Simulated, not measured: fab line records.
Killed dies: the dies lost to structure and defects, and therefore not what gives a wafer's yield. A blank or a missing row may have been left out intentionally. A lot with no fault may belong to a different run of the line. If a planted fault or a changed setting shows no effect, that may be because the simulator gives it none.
Which tool is to blame? || flow gf180mcu || 11 lots, 33 wafers sampled, at 5 steps of a route of 602

== WHAT THE GAUGES SHOWED, per wafer ==
GF_V1_THK_MEAS_03.
{"lot": "L317", "measured": "day 17 05:04", "on": "filmMetro-03", "V1_CVD_02_THK (nm)": "834 835 847"}
{"lot": "L320", "measured": "day 18 06:55", "on": "filmMetro-02", "V1_CVD_02_THK (nm)": "839 849 866"}
{"lot": "L327", "measured": "day 21 06:22", "on": "filmMetro-02", "V1_CVD_02_THK (nm)": "1389 1384 1380 1389 1383 1381"}
{"lot": "L328", "measured": "day 21 11:26", "on": "filmMetro-02", "V1_CVD_02_THK (nm)": "1362 1380 1393 1362 1379 1392"}
{"lot": "L330", "measured": "day 22 09:01", "on": "filmMetro-04", "V1_CVD_02_THK (nm)": "842 838 876"}
{"lot": "L331", "measured": "day 22 16:45", "on": "filmMetro-04", "V1_CVD_02_THK (nm)": "842 864 875"}
{"lot": "L332", "measured": "day 22 21:28", "on": "filmMetro-04", "V1_CVD_02_THK (nm)": "863 869 864"}
{"lot": "L335", "measured": "day 24 03:04", "on": "filmMetro-03", "V1_CVD_02_THK (nm)": "849 850 867"}
{"lot": "L336", "measured": "day 24 07:10", "on": "filmMetro-04", "V1_CVD_02_THK (nm)": "843 848 857"}
{"lot": "L339", "measured": "day 25 04:10", "on": "filmMetro-04", "V1_CVD_02_THK (nm)": "858 838 833"}
{"lot": "L340", "measured": "day 25 15:13", "on": "filmMetro-04", "V1_CVD_02_THK (nm)": "852 882 871"}

== WHAT TOOL EACH LOT RAN ON (gives the tool, then ch and the chambers of the sampled wafers, and finally the start) ==
{"lot": "L317", "GF_CONTACT_SPUTTER_22": "pvdSputter-01, day 16 04:37", "GF_M1_SPUTTER_00": "pvdSputter-01, day 16 05:17", "GF_M1_SPUTTER_04": "pvdSputter-01, day 16 05:28", "GF_V1_CVD_02": "pecvd-04 ch 0,1, day 17 04:59"}
{"lot": "L320", "GF_CONTACT_SPUTTER_22": "pvdSputter-04, day 17 05:31", "GF_M1_SPUTTER_00": "pvdSputter-03, day 17 06:12", "GF_M1_SPUTTER_04": "pvdSputter-03, day 17 06:23", "GF_V1_CVD_02": "pecvd-04 ch 1,2, day 18 06:51"}
{"lot": "L327", "GF_CONTACT_SPUTTER_22": "pvdSputter-01, day 20 04:34", "GF_M1_SPUTTER_00": "pvdSputter-03, day 20 05:14", "GF_M1_SPUTTER_04": "pvdSputter-03, day 20 05:25", "GF_V1_CVD_02": "pecvd-04 ch 0,2, day 21 06:17"}
{"lot": "L328", "GF_CONTACT_SPUTTER_22": "pvdSputter-01, day 20 07:37", "GF_M1_SPUTTER_00": "pvdSputter-03, day 20 08:17", "GF_M1_SPUTTER_04": "pvdSputter-03, day 20 08:28", "GF_V1_CVD_02": "pecvd-04 ch 0,2, day 21 11:19"}
{"lot": "L330", "GF_CONTACT_SPUTTER_22": "pvdSputter-01, day 21 07:07", "GF_M1_SPUTTER_00": "pvdSputter-03, day 21 07:47", "GF_M1_SPUTTER_04": "pvdSputter-03, day 21 07:58", "GF_V1_CVD_02": "pecvd-02 ch 1,2, day 22 08:56"}
{"lot": "L331", "GF_CONTACT_SPUTTER_22": "pvdSputter-01, day 21 14:55", "GF_M1_SPUTTER_00": "pvdSputter-01, day 21 15:35", "GF_M1_SPUTTER_04": "pvdSputter-01, day 21 15:46", "GF_V1_CVD_02": "pecvd-02 ch 0,1,2, day 22 16:40"}
{"lot": "L332", "GF_CONTACT_SPUTTER_22": "pvdSputter-04, day 21 19:34", "GF_M1_SPUTTER_00": "pvdSputter-01, day 21 20:14", "GF_M1_SPUTTER_04": "pvdSputter-01, day 21 20:25", "GF_V1_CVD_02": "pecvd-02 ch 0,1,2, day 22 21:24"}
{"lot": "L335", "GF_CONTACT_SPUTTER_22": "pvdSputter-04, day 23 02:22", "GF_M1_SPUTTER_00": "pvdSputter-03, day 23 03:02", "GF_M1_SPUTTER_04": "pvdSputter-03, day 23 03:13", "GF_V1_CVD_02": "pecvd-02 ch 1,2, day 24 02:59"}
{"lot": "L336", "GF_CONTACT_SPUTTER_22": "pvdSputter-02, day 23 06:28", "GF_M1_SPUTTER_00": "pvdSputter-03, day 23 07:09", "GF_M1_SPUTTER_04": "pvdSputter-03, day 23 07:20", "GF_V1_CVD_02": "pecvd-02 ch 0,1, day 24 07:05"}
{"lot": "L339", "GF_CONTACT_SPUTTER_22": "pvdSputter-01, day 24 04:10", "GF_M1_SPUTTER_00": "pvdSputter-02, day 24 04:50", "GF_M1_SPUTTER_04": "pvdSputter-02, day 24 05:01", "GF_V1_CVD_02": "pecvd-01 ch 0,1,2, day 25 04:05"}
{"lot": "L340", "GF_CONTACT_SPUTTER_22": "pvdSputter-04, day 24 14:55", "GF_M1_SPUTTER_00": "pvdSputter-01, day 24 15:35", "GF_M1_SPUTTER_04": "pvdSputter-01, day 24 15:47", "GF_V1_CVD_02": "pecvd-04 ch 0,1,2, day 25 15:08"}
- GF_CONTACT_SPUTTER_22: material Ti, target thk 15 nm, time 80.02 s.
- GF_M1_SPUTTER_00: material Ti, target thk 37.5 nm, time 150 s.
- GF_M1_SPUTTER_04: material TiN, target thk 50 nm, time 41.7 s.
- GF_V1_CVD_02: deposits SiO2 from TEOS, target thk 850 nm, time 94.851 s.

== AS READ BY THE TOOLS THEMSELVES (means over the sampled wafers that have a number; for cases with no such wafer, the mark the record gives instead) ==
GF_CONTACT_SPUTTER_22.
{"lot": "L317", "tool": "pvdSputter-01", "cathodeDcPowerW (W)": 2499.5, "throttleValvePct (%)": 29.0}
{"lot": "L320", "tool": "pvdSputter-04", "cathodeDcPowerW (W)": 2500.4, "throttleValvePct (%)": 29.5}
{"lot": "L327", "tool": "pvdSputter-01", "cathodeDcPowerW (W)": 2500.0, "throttleValvePct (%)": 29.0}
{"lot": "L328", "tool": "pvdSputter-01", "cathodeDcPowerW (W)": 2499.9, "throttleValvePct (%)": 29.0}
{"lot": "L330", "tool": "pvdSputter-01", "cathodeDcPowerW (W)": 2500.0, "throttleValvePct (%)": 29.1}
{"lot": "L331", "tool": "pvdSputter-01", "cathodeDcPowerW (W)": 2500.1, "throttleValvePct (%)": 29.8}
{"lot": "L332", "tool": "pvdSputter-04", "cathodeDcPowerW (W)": 2500.2, "throttleValvePct (%)": 29.7}
{"lot": "L335", "tool": "pvdSputter-04", "cathodeDcPowerW (W)": 2500.6, "throttleValvePct (%)": 30.0}
{"lot": "L336", "tool": "pvdSputter-02", "cathodeDcPowerW (W)": 2500.2, "throttleValvePct (%)": 29.7}
{"lot": "L339", "tool": "pvdSputter-01", "cathodeDcPowerW (W)": 2500.0, "throttleValvePct (%)": 29.8}
{"lot": "L340", "tool": "pvdSputter-04", "cathodeDcPowerW (W)": 2500.3, "throttleValvePct (%)": 29.5}

GF_M1_SPUTTER_00.
{"lot": "L317", "tool": "pvdSputter-01", "cathodeDcPowerW (W)": 3999.7, "throttleValvePct (%)": 30.6}
{"lot": "L320", "tool": "pvdSputter-03", "cathodeDcPowerW (W)": 3999.9, "throttleValvePct (%)": 29.5}
{"lot": "L327", "tool": "pvdSputter-03", "cathodeDcPowerW (W)": 4000.8, "throttleValvePct (%)": 29.5}
{"lot": "L328", "tool": "pvdSputter-03", "cathodeDcPowerW (W)": 4000.1, "throttleValvePct (%)": 29.3}
{"lot": "L330", "tool": "pvdSputter-03", "cathodeDcPowerW (W)": 3999.5, "throttleValvePct (%)": 29.5}
{"lot": "L331", "tool": "pvdSputter-01", "cathodeDcPowerW (W)": 3999.3, "throttleValvePct (%)": 29.0}
{"lot": "L332", "tool": "pvdSputter-01", "cathodeDcPowerW (W)": 3999.3, "throttleValvePct (%)": 29.6}
{"lot": "L335", "tool": "pvdSputter-03", "cathodeDcPowerW (W)": 4000.1, "throttleValvePct (%)": 29.7}
{"lot": "L336", "tool": "pvdSputter-03", "cathodeDcPowerW (W)": 3999.5, "throttleValvePct (%)": 30.0}
{"lot": "L339", "tool": "pvdSputter-02", "cathodeDcPowerW (W)": 4000.4, "throttleValvePct (%)": 30.3}
{"lot": "L340", "tool": "pvdSputter-01", "cathodeDcPowerW (W)": 3999.6, "throttleValvePct (%)": 29.0}

GF_M1_SPUTTER_04.
{"lot": "L317", "tool": "pvdSputter-01", "cathodeDcPowerW (W)": 6498.9, "throttleValvePct (%)": 30.4}
{"lot": "L320", "tool": "pvdSputter-03", "cathodeDcPowerW (W)": 6499.5, "throttleValvePct (%)": 29.6}
{"lot": "L327", "tool": "pvdSputter-03", "cathodeDcPowerW (W)": 6499.7, "throttleValvePct (%)": 29.5}
{"lot": "L328", "tool": "pvdSputter-03", "cathodeDcPowerW (W)": 6500.2, "throttleValvePct (%)": 29.2}
{"lot": "L330", "tool": "pvdSputter-03", "cathodeDcPowerW (W)": 6500.7, "throttleValvePct (%)": 29.7}
{"lot": "L331", "tool": "pvdSputter-01", "cathodeDcPowerW (W)": 6499.1, "throttleValvePct (%)": 29.1}
{"lot": "L332", "tool": "pvdSputter-01", "cathodeDcPowerW (W)": 6501.0, "throttleValvePct (%)": 29.9}
{"lot": "L335", "tool": "pvdSputter-03", "cathodeDcPowerW (W)": 6499.9, "throttleValvePct (%)": 29.4}
{"lot": "L336", "tool": "pvdSputter-03", "cathodeDcPowerW (W)": 6500.0, "throttleValvePct (%)": 29.9}
{"lot": "L339", "tool": "pvdSputter-02", "cathodeDcPowerW (W)": 6499.8, "throttleValvePct (%)": 30.4}
{"lot": "L340", "tool": "pvdSputter-01", "cathodeDcPowerW (W)": 6499.8, "throttleValvePct (%)": 29.1}

GF_V1_CVD_02.
{"lot": "L317", "tool": "pecvd-04", "heaterPowerW (W)": 535, "runLengthS (s)": 123.1}
{"lot": "L320", "tool": "pecvd-04", "heaterPowerW (W)": 662, "runLengthS (s)": 122.7}
{"lot": "L327", "tool": "pecvd-04", "heaterPowerW (W)": 577, "runLengthS (s)": 181.8}
{"lot": "L328", "tool": "pecvd-04", "heaterPowerW (W)": 643, "runLengthS (s)": 181.6}
{"lot": "L330", "tool": "pecvd-02", "heaterPowerW (W)": 646, "runLengthS (s)": 122.5}
{"lot": "L331", "tool": "pecvd-02", "heaterPowerW (W)": 640, "runLengthS (s)": 122.5}
{"lot": "L332", "tool": "pecvd-02", "heaterPowerW (W)": 662, "runLengthS (s)": 122.7}
{"lot": "L335", "tool": "pecvd-02", "heaterPowerW (W)": 667, "runLengthS (s)": 122.8}
{"lot": "L336", "tool": "pecvd-02", "heaterPowerW (W)": 632, "runLengthS (s)": 123.0}
{"lot": "L339", "tool": "pecvd-01", "heaterPowerW (W)": 589, "runLengthS (s)": 122.8}
{"lot": "L340", "tool": "pecvd-04", "heaterPowerW (W)": 686, "runLengthS (s)": 122.8}

== THE ANSWER, worked out from the rows above alone ==
Rule: what is usual is taken from the lots themselves. Put in order of their means at a reading, lots are off if they are a third of the lots or fewer, leave a main group of 4 or more, and stand apart from it by a gap of 3 or more times the standard deviation of the main group's means; of several such gaps the widest counts. If all means in a main group match to the digits the tables above print for the reading, that group is not used. A lot without any number at a reading at which 4 lots or more have one is off too. The other lots that the step has rows for count as sound. First the gauges in route order, then the tools' own readings, where a lot's mean is used as printed above. The first step at which some lot is off is used, and at that step the reading that is off furthest; a lot without a number counts as furthest.
Off: at GF_V1_THK_MEAS_03 (V1_CVD_02_THK), L327, L328. Mean 854 nm and standard deviation 9.2 in the main group.
If a tool, at a process step before that reading, ran all the lots that are off and no sound lot after the first of them, it fits. Not tried: the gauges at GF_V1_THK_MEAS_03; whatever is off there is also off at GF_V1_CVD_02, on other tools, and gauge error can't account for it. Not one of the candidates tried fits.

== WHAT THE SIMULATOR PUT IN ==
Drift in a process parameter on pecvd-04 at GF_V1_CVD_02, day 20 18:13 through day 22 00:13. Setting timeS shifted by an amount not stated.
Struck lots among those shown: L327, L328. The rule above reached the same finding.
